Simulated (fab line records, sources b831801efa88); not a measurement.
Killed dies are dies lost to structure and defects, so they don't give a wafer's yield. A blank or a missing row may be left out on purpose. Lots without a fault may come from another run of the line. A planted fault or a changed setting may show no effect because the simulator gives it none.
Which tool did it? | flow sky130 | 14 lots, 42 wafers sampled, at 2 steps of a route of 708

WHAT THE GAUGES READ, wafer by wafer
SKY_SD_P_CD_MEAS_07: target cd 380 nm. Usual: cd_nm 380.5 nm, standard deviation 2.7.
lot  | measured     | on        | cd_nm (nm)        | flag
L827 | day 25 07:17 | cd_sem-01 | 375.8 378.9 376.9 |
L828 | day 25 17:13 | cd_sem-02 | 384.7 385.2 384.3 |
L829 | day 25 20:55 | cd_sem-01 | 375.5 378.8 375.7 |
L834 | day 28 00:40 | cd_sem-01 | 379.0 382.5 381.9 |
L836 | day 28 15:07 | cd_sem-01 | 378.7 380.1 380.3 |
L842 | day 30 13:35 | cd_sem-02 | 374.4 375.3 376.6 |
L844 | day 31 09:56 | cd_sem-02 | 380.9 381.2 380.1 |
L845 | day 31 10:28 | cd_sem-01 | 380.2 379.0 378.4 |
L843 | day 31 10:47 | cd_sem-01 | 384.5 381.3 383.1 |
L846 | day 31 19:25 | cd_sem-01 | 382.8 383.8 383.4 |
L847 | day 32 02:38 | cd_sem-01 | 376.5 377.5 379.0 |
L848 | day 32 12:44 | cd_sem-02 | 382.0 379.7 378.2 |
L849 | day 32 15:54 | cd_sem-02 | 379.9 380.5 382.8 |
L850 | day 33 00:01 | cd_sem-01 | 378.8 377.8 374.5 |

SKY_SD_P_TW_MEAS_11. Usual: SD_P_TW 2827, standard deviation 44.
lot  | measured     | on            | SD_P_TW        | flag
L827 | day 25 07:41 | film_metro-01 | 2776 2785 2785 |
L828 | day 25 17:38 | film_metro-03 | 2807 2798 2806 |
L829 | day 25 21:19 | film_metro-01 | 2782 2783 2789 |
L834 | day 28 01:04 | film_metro-02 | 2889 2879 2872 |
L836 | day 28 15:32 | film_metro-01 | 2827 2812 2826 |
L842 | day 30 14:00 | film_metro-01 | 2788 2796 2801 |
L844 | day 31 10:20 | film_metro-01 | 2808 2788 2802 |
L845 | day 31 10:52 | film_metro-03 | 2812 2810 2817 |
L843 | day 31 11:11 | film_metro-02 | 2878 2897 2891 |
L846 | day 31 19:48 | film_metro-03 | 2807 2810 2821 |
L847 | day 32 03:02 | film_metro-01 | 2803 2806 2799 |
L848 | day 32 13:08 | film_metro-01 | 2807 2814 2794 |
L849 | day 32 16:17 | film_metro-03 | 2805 2796 2785 |
L850 | day 33 00:26 | film_metro-02 | 2890 2896 2904 |

WHICH TOOL RAN EACH LOT (tool, then ch and the chambers of the sampled wafers, then the start)
The record holds no process step before these readings.

WHAT THE TOOLS THEMSELVES READ (means of the sampled wafers that have a number; where no wafer has one, the mark that the record gives instead)
The record holds no such reading with a usual standard deviation.

THE ANSWER, worked out from the rows above alone
Rule: a lot is off if the mean of its wafers that have a number lies more than 3 standard deviations from the usual mean. A lot without any number at a reading at which 4 lots or more have one is off too. The other lots that the step has rows for count as sound. The gauges are gone through in route order, then the tools' own readings, and for those a lot's mean is taken as printed above. The first step at which some lot is off is used, and at that step the reading that is off furthest; a lot without a number counts as furthest.
No lot is off at any reading shown: from this, nothing can be told.

WHAT THE SIMULATOR HAD PUT IN
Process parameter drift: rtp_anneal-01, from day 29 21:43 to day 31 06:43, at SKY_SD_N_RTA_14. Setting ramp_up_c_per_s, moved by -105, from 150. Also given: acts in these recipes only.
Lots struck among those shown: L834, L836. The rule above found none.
